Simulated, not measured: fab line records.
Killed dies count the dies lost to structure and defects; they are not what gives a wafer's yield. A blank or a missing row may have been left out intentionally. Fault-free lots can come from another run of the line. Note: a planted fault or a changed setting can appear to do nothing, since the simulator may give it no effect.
Code-filled problem report in 8D (eight disciplines) form :: flow sfq_line :: the parts of the form that need people (team, actions taken, sign-off) are left out

1. THE PROBLEM
Mean M1_NB_RS at SFQ_M1_RS_MEAS_909: 0.600 ohm/sq over 6 wafers in 2 lots; fault-free wafers: 0.900 ohm/sq, standard deviation 0.017. Measured from the usual mean, that is -18 standard deviations.
The step: measures by four-point-probe.
The first sign was on wafer L595.2 at day 14 12:59, on film_metro-02. Wafers with a number at this step in the record: 42, from 14 lots. By rule, "out" or "out of limits" means more than 4 standard deviations away from the usual mean. Any other wafer with a number is counted as sound.

2. WHAT THIS IS AND IS NOT
question: which readings at this step
is: M1_NB_RS
is not: -

question: which lots
is: L595, L597
is not: L582, L584, L585, L586, L587, L588, L590, L593, L599, L600, L603, L604

question: which wafers of those lots
is: all that have a number
is not: -

question: read on which gauges
is: film_metro-02, film_metro-04
is not: film_metro-03

question: when
is: from day 14 12:59
is not: up to then (24 sound wafers); but 12 sound wafers of L599, L600, L603, L604 came after

3. SUSPECTS, AND WHAT RULES EACH OUT
Counting: any tool at a process step up to the reading is kept as a suspect provided that every lot that is out went through it and no sound lot did after the first of them.
- the gauge at SFQ_M1_RS_MEAS_909 has been ruled out. Those wafers that are out were read across 2 gauges (film_metro-02, film_metro-04).
- pvd_sputter-06 at SFQ_TRILAYER_M1_DEP_SPUTTER_037 (material Nb, target thk 200 nm, time 133.3 s): kept. It ran every lot that is out, first L595 (day 14 12:52), and no sound lot after that; its last sound lot up to then is L593 (day 14 08:04). Its own readings are out on those wafers: cathode_dc_power_W.
Left after counting: pvd_sputter-06 at SFQ_TRILAYER_M1_DEP_SPUTTER_037.

4. THE CAUSE (what the simulator had put in)
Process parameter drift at SFQ_TRILAYER_M1_DEP_SPUTTER_037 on pvd_sputter-06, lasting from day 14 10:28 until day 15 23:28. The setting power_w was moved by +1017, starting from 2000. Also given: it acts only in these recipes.
After counting, this tool was the only one left.

5. THE CHAIN OF EFFECTS, in route order
Rows list readings where the struck wafers' mean (over those with a number) sits beyond 3 standard deviations from the usual. Scope: only readings with a usual standard deviation given in the record; hours: median across lots of the time from each lot's start at the first step in this table that gives one to its start at this step; sigmas: change in usual standard deviations.
hours: 0
step: SFQ_TRILAYER_M1_DEP_SPUTTER_037
reading: cathode_dc_power_W
usual: 2000.0 W
on struck wafers: 3016.8
change: +1016.8
sigmas: +99 or more

hours: 0
step: SFQ_M1_RS_MEAS_909
reading: M1_NB_RS
usual: 0.900 ohm/sq
on struck wafers: 0.600
change: -0.300
sigmas: -18

hours: 68
step: SFQ_TRILAYER_M1_ETCH_METAL_ETCH_042
reading: oes_product_au
usual: 0.889 a.u.
on struck wafers: 1.001
change: +0.112
sigmas: +11
Process steps it contains:
- SFQ_TRILAYER_M1_DEP_SPUTTER_037: material Nb, target thk 200 nm, time 133.3 s.
- SFQ_TRILAYER_M1_ETCH_METAL_ETCH_042: etches Nb in Cl2/Ar, stops on SiO2, target depth 240 nm, time 120 s.

6. WHAT WOULD HAVE CAUGHT IT SOONER
In this record the first reading out of limits at a measuring or inspecting step was taken at day 14 12:59, 3 hours after the fault began at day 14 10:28.
Tool's own readings at SFQ_TRILAYER_M1_DEP_SPUTTER_037, cathode_dc_power_W: out on all struck wafers the step has rows for; an alarm limit on them would have tripped on the first.
Of the lots that are out (2), L597 began SFQ_TRILAYER_M1_DEP_SPUTTER_037 on pvd_sputter-06 after day 14 12:59. Had the tool been put on hold then, it would have been spared.
